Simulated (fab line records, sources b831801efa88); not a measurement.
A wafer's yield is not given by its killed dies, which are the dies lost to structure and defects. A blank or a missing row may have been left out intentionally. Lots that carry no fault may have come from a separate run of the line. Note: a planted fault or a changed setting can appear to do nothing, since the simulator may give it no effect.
Chamber matching + flow gf180mcu + GF_CONTACT_CMP_04 on cmp-01 has 4 sister chambers
The step polishes SiO2. 16 wafers are shown with their chamber, then 8 later ones without.

## EACH WAFER AND ITS CHAMBER
| wafer  | chamber | motorCurrentA (A) | timeToEndpointS (s) |
|--------|---------|-------------------|---------------------|
| L543.1 | 0       | 11.1              | 120                 |
| L543.4 | 1       | 11.5              | 131                 |
| L543.6 | 0       | 11.5              | 132                 |
| L544.2 | 1       | 11.6              | 116                 |
| L544.5 | 1       | 11.7              | 119                 |
| L544.6 | 0       | 11.5              | 117                 |
| L546.1 | 1       | 11.9              | 117                 |
| L546.2 | 3       | 8.9               | 109                 |
| L546.6 | 2       | 9.3               | 114                 |
| L549.1 | 1       | 11.9              | 122                 |
| L549.4 | 0       | 10.5              | 129                 |
| L549.6 | 1       | 11.9              | 130                 |
| L553.4 | 0       | 11.7              | 111                 |
| L553.5 | 3       | 8.5               | 120                 |
| L553.6 | 0       | 11.2              | 120                 |
| L554.1 | 3       | 9.0               | 101                 |

SIGNATURES (means of the wafers above)
| reading         | chamber 0 | chamber 1 | chamber 2 | chamber 3 | scatter within a chamber |
|-----------------|-----------|-----------|-----------|-----------|--------------------------|
| motorCurrentA   | 11.250    | 11.750    | 9.300     | 8.800     | 0.318                    |
| timeToEndpointS | 121.50    | 122.50    | 114.00    | 110.00    | 7.62                     |
Rule: for a wafer and a chamber, the distance is found by dividing, reading by reading, the gap between the wafer's reading and the chamber's mean by the reading's scatter, squaring, summing and taking the root. The wafer belongs to the nearest chamber; if the next one is less than 2 further off, it can't be placed. The scatter is the square root of a quotient: the sum, over the shown wafers, of each reading's squared deviation from its chamber's mean, divided by wafers minus chambers.

## WAFERS MISSING THEIR CHAMBER
| wafer  | motorCurrentA (A) | timeToEndpointS (s) |
|--------|-------------------|---------------------|
| L554.2 | 9.4               | 109                 |
| L554.4 | 12.1              | 111                 |
| L555.2 | 11.3              | 113                 |
| L555.3 | 11.4              | 109                 |
| L555.4 | 9.4               | 118                 |
| L565.1 | 9.3               | 108                 |
| L565.2 | 9.2               | 110                 |
| L565.5 | 12.0              | 115                 |

## WHICH CHAMBER EACH WENT THROUGH
| wafer  | from the rows above     | in truth |
|--------|-------------------------|----------|
| L554.2 | can't be placed: 2 or 3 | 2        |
| L554.4 | can't be placed: 1 or 0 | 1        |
| L555.2 | can't be placed: 0 or 1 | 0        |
| L555.3 | can't be placed: 0 or 1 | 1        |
| L555.4 | can't be placed: 2 or 3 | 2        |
| L565.1 | can't be placed: 2 or 3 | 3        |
| L565.2 | can't be placed: 2 or 3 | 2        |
| L565.5 | can't be placed: 1 or 0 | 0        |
Placed correctly: 0 of 8. Can't be placed from these rows: 8 (the true chamber is among the candidates in 8). Number placed wrongly: 0.
